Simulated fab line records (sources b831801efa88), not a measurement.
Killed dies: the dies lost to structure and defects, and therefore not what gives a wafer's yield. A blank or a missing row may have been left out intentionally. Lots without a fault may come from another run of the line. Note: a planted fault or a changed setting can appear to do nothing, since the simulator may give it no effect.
Which tool was responsible? + flow gf180mcu + 14 lots with 42 wafers sampled at 4 steps, on a route of 602 steps

== WHAT EACH GAUGE READ, for each wafer ==
GF_HV_LDD_THK_MEAS_55.
| lot  | measured     | on            | HV_LDD_CVD_54_THK (nm) |
|------|--------------|---------------|------------------------|
| L431 | day 12 05:10 | film_metro-03 | 10.29 10.12 10.11      |
| L432 | day 12 08:18 | film_metro-03 | 10.13 10.16 10.12      |
| L433 | day 12 17:20 | film_metro-04 | 9.96 9.94 9.86         |
| L435 | day 13 09:20 | film_metro-04 | 9.93 9.90 9.94         |
| L436 | day 13 14:36 | film_metro-04 | 9.91 9.96 9.99         |
| L437 | day 14 05:24 | film_metro-01 | 10.04 10.04 10.08      |
| L438 | day 14 12:44 | film_metro-01 | 9.84 9.79 9.76         |
| L439 | day 15 03:05 | film_metro-01 | 9.91 9.93 9.90         |
| L448 | day 19 00:03 | film_metro-01 | 9.88 9.81 9.82         |
| L449 | day 18 22:47 | film_metro-01 | 10.11 10.12 9.96       |
| L450 | day 19 07:04 | film_metro-03 | 10.06 10.05 10.14      |
| L451 | day 19 13:11 | film_metro-01 | 9.99 9.88 9.85         |
| L453 | day 19 20:36 | film_metro-04 | 10.09 10.03 9.95       |
| L454 | day 20 13:41 | film_metro-04 | 10.41 10.19 10.32      |

GF_CONTACT_THK_MEAS_03.
| lot  | measured     | on            | CONTACT_CVD_02_THK (nm) |
|------|--------------|---------------|-------------------------|
| L431 | day 14 20:38 | film_metro-01 | 853 883 867             |
| L432 | day 15 00:40 | film_metro-01 | 845 866 853             |
| L433 | day 15 10:40 | film_metro-01 | 850 870 859             |
| L435 | day 16 02:47 | film_metro-03 | 851 874 868             |
| L436 | day 16 09:12 | film_metro-03 | 859 857 871             |
| L437 | day 17 01:13 | film_metro-03 | 858 856 882             |
| L438 | day 17 08:20 | film_metro-03 | 849 871 877             |
| L439 | day 18 01:10 | film_metro-01 | 851 875 870             |
| L448 | day 22 03:13 | film_metro-01 | 867 854 871             |
| L449 | day 22 00:19 | film_metro-04 | 866 854 866             |
| L450 | day 22 09:52 | film_metro-01 | 858 863 868             |
| L451 | day 22 15:20 | film_metro-04 | 854 859 880             |
| L453 | day 22 22:26 | film_metro-04 | 868 861 871             |
| L454 | day 23 15:35 | film_metro-01 | 849 851 838             |

== TOOL THAT RAN EACH LOT (tool first, then ch and the chambers of the sampled wafers, then the start) ==
| lot  | GF_STI_SOFTBAKE_08               | GF_SALICIDE_SPUTTER_02       |
|------|----------------------------------|------------------------------|
| L431 | litho_track-04 ch 0, day 1 18:43 | pvd_sputter-03, day 14 19:56 |
| L432 | litho_track-01 ch 0, day 2 01:05 | pvd_sputter-01, day 14 23:57 |
| L433 | litho_track-02 ch 0, day 2 06:22 | pvd_sputter-03, day 15 09:58 |
| L435 | litho_track-02 ch 0, day 2 15:25 | pvd_sputter-03, day 16 02:04 |
| L436 | litho_track-02 ch 0, day 2 20:13 | pvd_sputter-02, day 16 08:24 |
| L437 | litho_track-01 ch 0, day 3 01:41 | pvd_sputter-03, day 17 00:31 |
| L438 | litho_track-01 ch 0, day 3 07:08 | pvd_sputter-02, day 17 07:37 |
| L439 | litho_track-01 ch 0, day 3 11:31 | pvd_sputter-03, day 18 00:28 |
| L448 | litho_track-01 ch 0, day 5 13:56 | pvd_sputter-01, day 22 02:30 |
| L449 | litho_track-01 ch 0, day 5 18:14 | pvd_sputter-01, day 21 23:36 |
| L450 | litho_track-04 ch 0, day 5 21:33 | pvd_sputter-02, day 22 09:09 |
| L451 | litho_track-04 ch 0, day 6 05:00 | pvd_sputter-01, day 22 14:36 |
| L453 | litho_track-02 ch 0, day 6 11:35 | pvd_sputter-03, day 22 21:42 |
| L454 | litho_track-04 ch 0, day 6 19:40 | pvd_sputter-03, day 23 14:52 |
- GF_STI_SOFTBAKE_08: time 60 s.
- GF_SALICIDE_SPUTTER_02: material Co, target thk 10 nm, time 20 s.

== WHAT THE TOOLS THEMSELVES READ (means of the sampled wafers that have a number; where no wafer has one, the mark that the record gives instead) ==
GF_STI_SOFTBAKE_08.
| lot  | tool           | run_length_s (s) |
|------|----------------|------------------|
| L431 | litho_track-04 | 89.23            |
| L432 | litho_track-01 | 88.74            |
| L433 | litho_track-02 | 89.00            |
| L435 | litho_track-02 | 88.91            |
| L436 | litho_track-02 | 88.81            |
| L437 | litho_track-01 | 88.68            |
| L438 | litho_track-01 | 88.72            |
| L439 | litho_track-01 | 88.87            |
| L448 | litho_track-01 | 97.98            |
| L449 | litho_track-01 | 97.88            |
| L450 | litho_track-04 | 89.26            |
| L451 | litho_track-04 | 89.17            |
| L453 | litho_track-02 | 88.79            |
| L454 | litho_track-04 | 89.36            |

GF_SALICIDE_SPUTTER_02.
| lot  | tool           | throttle_valve_pct (%) |
|------|----------------|------------------------|
| L431 | pvd_sputter-03 | 29.5                   |
| L432 | pvd_sputter-01 | 31.8                   |
| L433 | pvd_sputter-03 | 29.5                   |
| L435 | pvd_sputter-03 | 29.9                   |
| L436 | pvd_sputter-02 | 30.0                   |
| L437 | pvd_sputter-03 | 28.6                   |
| L438 | pvd_sputter-02 | 29.7                   |
| L439 | pvd_sputter-03 | 29.8                   |
| L448 | pvd_sputter-01 | 30.5                   |
| L449 | pvd_sputter-01 | 28.1                   |
| L450 | pvd_sputter-02 | 30.5                   |
| L451 | pvd_sputter-01 | 30.0                   |
| L453 | pvd_sputter-03 | 29.2                   |
| L454 | pvd_sputter-03 | 28.8                   |

== THE ANSWER, worked out from the rows above alone ==
Rule: the usual values come from the lots themselves. Put in order of their means at a reading, lots are off if they are a third of the lots or fewer, leave a main group of 4 or more, and stand apart from it by a gap of 3 or more times the standard deviation of the main group's means; of several such gaps the widest counts. The tables above print the reading to a certain number of digits; a main group whose means all agree to those digits is not used. Also off: a lot with no number at a reading for which 4 or more lots have one. The other lots that the step has rows for count as sound. Order of review: gauges by route order, followed by the tools' own readings, for which a lot's mean as printed above is used. The first step at which some lot is off is used, and at that step the reading that is off furthest; a lot without a number counts as furthest.
Off: L448, L449 (GF_STI_SOFTBAKE_08, run_length_s). Main group: mean 88.96 s, sd 0.23.
If a tool, at that step or one of the process steps before it, ran each lot that is off and ran no sound lot following the first of them, it fits. One fits: GF_STI_SOFTBAKE_08 on litho_track-01. Its last sound lot is L439 (day 3 11:31), its first lot that is off L448 (day 5 13:56): a fault that began between those two fits.
On the lots that are off, the tool's own readings at GF_STI_SOFTBAKE_08 differ by more than 5 times the standard deviation of the sound lots' means, which bears it out; run_length_s reads 97.93 s there versus 88.96 s on the sound lots.

== WHAT THE SIMULATOR PUT IN ==
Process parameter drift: litho_track-01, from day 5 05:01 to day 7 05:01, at GF_STI_SOFTBAKE_08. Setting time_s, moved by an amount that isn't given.
Lots struck among those shown: L449, L448. The same result came from the rule above.
